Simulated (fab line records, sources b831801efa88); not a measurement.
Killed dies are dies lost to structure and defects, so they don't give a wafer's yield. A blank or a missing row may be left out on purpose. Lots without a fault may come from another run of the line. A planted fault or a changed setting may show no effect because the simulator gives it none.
One fault seen from 2 desks | flow sky130 | each desk has only its own numbers; what lay behind them comes last

THE METROLOGY DESK
What the gauges read, lot by lot, whatever tool the lot ran on: means of the sampled wafers that have a number. A lot is out of limits, marked OUT, if its mean lies more than 4 standard deviations from the usual mean; the brackets give that distance.
Columns: A = CONTACT_HDPCVD_THK at SKY_CONTACT_THK_MEAS_03, usual 561 nm
lot  | first seen here | A
L208 | day 30 19:03    | 564
L211 | day 31 19:14    | 561
L212 | day 32 05:31    | 562
L217 | day 34 21:09    | 557
L218 | day 35 00:47    | 559
L220 | day 35 01:16    | 561
L222 | day 35 12:46    | 561
L225 | day 36 05:36    | 599 (+6.4) OUT
L226 | day 36 12:55    | 559
L230 | day 38 10:41    | 577
This desk's finding: out of limits on L225; first on L225, day 36 05:36 (CONTACT_HDPCVD_THK at SKY_CONTACT_THK_MEAS_03). In limits: L208, L211, L212, L217, L218, L220, L222, L226, L230.

THE TOOL OWNER'S DESK: hdpcvd-02
The tool's own readings at SKY_CONTACT_HDPCVD_02 (deposits SiO2, target thk 565 nm, time 94.2 s): means of the sampled wafers that have a number, for each lot that ran on this tool. A lot is out of limits, marked OUT, if its mean lies more than 4 standard deviations from the usual mean; the brackets give that distance.
Columns: A = sih4_flow_sccm at SKY_CONTACT_HDPCVD_02, usual 60.00 sccm
lot  | first seen here | A
L211 | day 31 19:10    | 60.17
L217 | day 34 21:05    | 59.99
L220 | day 35 01:11    | 59.96
L225 | day 36 05:31    | 63.92 (+23) OUT
This desk's finding: out of limits on L225; first on L225, day 36 05:31 (sih4_flow_sccm at SKY_CONTACT_HDPCVD_02). In limits: L211, L217, L220.

PUT TOGETHER
The tool owner's desk could have raised an alarm at day 36 05:31, on L225.
The metrology desk could have raised an alarm at day 36 05:36, on L225.
Of the lots named, all ran SKY_CONTACT_HDPCVD_02 on hdpcvd-02.

WHAT THE SIMULATOR HAD PUT IN
Process parameter drift: hdpcvd-02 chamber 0, from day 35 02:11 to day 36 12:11, at SKY_CONTACT_HDPCVD_02. Setting sih4_flow_sccm, moved by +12, from 60. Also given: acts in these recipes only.
Lots struck among those shown: L225.
Hours from the fault's start to each desk's first reading out of limits: the tool owner's desk, 27; the metrology desk, 27.
